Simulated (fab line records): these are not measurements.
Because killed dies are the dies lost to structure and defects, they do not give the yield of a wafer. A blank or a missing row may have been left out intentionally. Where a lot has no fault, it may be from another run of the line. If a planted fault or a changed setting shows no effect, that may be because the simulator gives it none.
Which tool is to blame?    flow sky130    10 lots with 30 wafers sampled at 6 steps, on a route of 708 steps

## WHAT THE GAUGES SHOWED, per wafer
SKY_CONTACT_BOW_MEAS_05.
lot   measured      on             CONTACT_BOW (um)
L262  day 31 06:51  film-metro-01  82 85 73
L263  day 31 13:14  film-metro-01  87 84 86
L266  day 32 23:57  film-metro-03  86 88 81
L267  day 33 01:56  film-metro-02  94 77 72
L269  day 33 17:10  film-metro-01  83 71 70
L270  day 34 01:01  film-metro-02  79 86 76
L273  day 34 22:38  film-metro-03  70 89 67
L278  day 36 07:02  film-metro-01  92 94 83
L280  day 37 01:37  film-metro-01  81 78 79
L282  day 37 08:05  film-metro-03  88 72 67

SKY_METAL2_RS_MEAS_05: uses a four-point probe to measure.
lot   measured      on             METAL2_ALCU_RS (ohm/sq)
L262  day 34 19:29  film-metro-04  0.1271 0.1256 0.1261
L263  day 35 03:48  film-metro-04  0.1243 0.1266 0.1257
L266  day 36 11:05  film-metro-04  0.1279 0.1286 0.1271
L267  day 36 14:05  film-metro-01  0.1254 0.1269 0.1257
L269  day 37 05:29  film-metro-01  0.1271 0.1277 0.1269
L270  day 37 13:38  film-metro-01  0.1261 0.1255 0.1255
L273  day 38 10:00  film-metro-03  0.1260 0.1256 0.1267
L278  day 39 17:16  film-metro-04  0.1157 0.1172 0.1168
L280  day 40 11:09  film-metro-03  0.1193 0.1153 0.1165
L282  day 40 17:50  film-metro-04  0.1253 0.1290 0.1268

SKY_METAL2_THK_MEAS_06: measures by xrf.
lot   measured      on             METAL2_ALCU_THK (nm)
L262  day 34 19:36  film-metro-04  250.0 252.8 251.8
L263  day 35 03:55  film-metro-04  254.5 249.9 251.8
L266  day 36 11:11  film-metro-04  248.3 245.7 247.7
L267  day 36 14:13  film-metro-01  253.0 251.5 254.4
L269  day 37 05:35  film-metro-01  251.6 249.7 252.4
L270  day 37 13:45  film-metro-01  251.8 252.8 256.0
L273  day 38 10:07  film-metro-03  254.2 252.3 252.2
L278  day 39 17:23  film-metro-04  268.5 265.4 267.1
L280  day 40 11:16  film-metro-03  258.5 268.3 266.2
L282  day 40 17:56  film-metro-04  255.1 247.5 250.0

## WHICH TOOL RAN EACH LOT (tool, then ch and the chambers of the sampled wafers, then the start)
lot   SKY_CONTACT_ETCH_18                            SKY_METAL1_DESCUM_17               SKY_METAL2_SPUTTER_02
L262  rie-diel-04 ch 0,3, day 33 14:20 or earlier    rie-metal-02 ch 0,1, day 33 14:20  pvd-sputter-01, day 34 19:23
L263  rie-diel-01 ch 1,2,3, day 33 22:02 or earlier  rie-metal-01 ch 0,1, day 33 22:02  pvd-sputter-01, day 35 03:41
L266  rie-diel-02 ch 0,1, day 35 06:18 or earlier    rie-metal-02 ch 0,1, day 35 06:18  pvd-sputter-03, day 36 10:57
L267  rie-diel-02 ch 0,2, day 35 09:10 or earlier    rie-metal-04 ch 0,1, day 35 09:10  pvd-sputter-01, day 36 13:56
L269  rie-diel-02 ch 0,2, day 36 00:18 or earlier    rie-metal-02 ch 0,1, day 36 00:18  pvd-sputter-01, day 37 05:21
L270  rie-diel-01 ch 1,2, day 36 08:08 or earlier    rie-metal-02 ch 0,1, day 36 08:08  pvd-sputter-01, day 37 13:32
L273  rie-diel-01 ch 0,1,2, day 37 05:44 or earlier  rie-metal-02 ch 0,1, day 37 05:44  pvd-sputter-02, day 38 09:54
L278  rie-diel-02 ch 0,1,2, day 38 13:32 or earlier  rie-metal-02 ch 0, day 38 13:32    pvd-sputter-01, day 39 17:11
L280  rie-diel-04 ch 1,2, day 39 07:26 or earlier    rie-metal-02 ch 0,1, day 39 07:26  pvd-sputter-01, day 40 11:02
L282  rie-diel-01 ch 0,1,2, day 39 14:12 or earlier  rie-metal-01 ch 0,1, day 39 14:12  pvd-sputter-03, day 40 17:42
- SKY_CONTACT_ETCH_18: etches Si3N4 in CHF3/O2, stops on TiN, time 39 s, target depth 75 nm.
- SKY_METAL1_DESCUM_17: chemistry O2, time 8 s.
- SKY_METAL2_SPUTTER_02: material AlCu, target thk 250 nm, time 13.3 s.

## WHAT THE TOOLS THEMSELVES READ (means of the sampled wafers that have a number; where no wafer has one, the mark that the record gives instead)
SKY_CONTACT_ETCH_18.
lot   tool         chf3-flow-sccm (sccm)  drypump-motor-current-A (A)  oes-product-au (a.u.)  throttle-valve-pct (%)
L262  rie-diel-04  50.08                  5.7                          0.860                  8.797
L263  rie-diel-01  49.93                  5.6                          0.871                  8.799
L266  rie-diel-02  49.93                  6.0                          0.862                  8.792
L267  rie-diel-02  50.07                  6.0                          0.846                  8.785
L269  rie-diel-02  49.93                  6.2                          0.846                  8.792
L270  rie-diel-01  50.10                  5.7                          0.844                  8.793
L273  rie-diel-01  50.02                  5.6                          0.848                  8.792
L278  rie-diel-02  50.05                  6.2                          0.863                  8.790
L280  rie-diel-04  50.06                  6.3                          0.851                  8.790
L282  rie-diel-01  50.01                  5.6                          0.854                  8.795

SKY_METAL1_DESCUM_17.
lot   tool          drypump-motor-current-A (A)  oes-product-au (a.u.)
L262  rie-metal-02  5.76                         0.998
L263  rie-metal-01  5.19                         0.997
L266  rie-metal-02  5.75                         1.010
L267  rie-metal-04  5.35                         0.992
L269  rie-metal-02  5.74                         1.006
L270  rie-metal-02  5.76                         1.014
L273  rie-metal-02  5.75                         1.006
L278  rie-metal-02  5.71                         1.010
L280  rie-metal-02  5.73                         1.004
L282  rie-metal-01  5.19                         1.004

SKY_METAL2_SPUTTER_02.
lot   tool            chamber-pressure-pa (Pa)  throttle-valve-pct (%)
L262  pvd-sputter-01  0.4005                    31.5
L263  pvd-sputter-01  0.4002                    32.2
L266  pvd-sputter-03  0.4014                    29.5
L267  pvd-sputter-01  0.4003                    30.6
L269  pvd-sputter-01  0.4007                    31.9
L270  pvd-sputter-01  0.4003                    31.2
L273  pvd-sputter-02  0.3995                    29.1
L278  pvd-sputter-01  0.3010                    35.4
L280  pvd-sputter-01  0.3018                    37.0
L282  pvd-sputter-03  0.3994                    28.9

## THE ANSWER, worked out from the rows above alone
Rule: the usual values come from the lots themselves. Put in order of their means at a reading, lots are off if they are a third of the lots or fewer, leave a main group of 4 or more, and stand apart from it by a gap of 3 or more times the standard deviation of the main group's means; of several such gaps the widest counts. A main group is skipped when, at the precision printed for the reading in the tables above, its means are all equal. A lot without any number at a reading at which 4 lots or more have one is off too. The other lots that the step has rows for count as sound. After the gauges, taken in route order, come the tools' own readings; for these a lot's mean is taken, as printed above. The first step at which some lot is off is used, and at that step the reading that is off furthest; a lot without a number counts as furthest.
Off: L278, L280, seen at SKY_METAL2_RS_MEAS_05 (METAL2_ALCU_RS). The main group has a mean of 0.1265 ohm/sq with a standard deviation of 0.00077.
A tool fits if, at a process step before that reading, it ran every lot that is off, and no sound lot after the first of them. The gauges at SKY_METAL2_RS_MEAS_05 aren't tried: what is off there is off at SKY_METAL2_SPUTTER_02 too, on other tools, and a gauge's error can't cause that. With no start given for some of its lots, SKY_CONTACT_ETCH_18 uses the hours and lot order of SKY_METAL1_DESCUM_17. Undecided on this evidence; 2 tools fit (rie-metal-02 at SKY_METAL1_DESCUM_17, pvd-sputter-01 at SKY_METAL2_SPUTTER_02).

## WHAT THE SIMULATOR PUT IN
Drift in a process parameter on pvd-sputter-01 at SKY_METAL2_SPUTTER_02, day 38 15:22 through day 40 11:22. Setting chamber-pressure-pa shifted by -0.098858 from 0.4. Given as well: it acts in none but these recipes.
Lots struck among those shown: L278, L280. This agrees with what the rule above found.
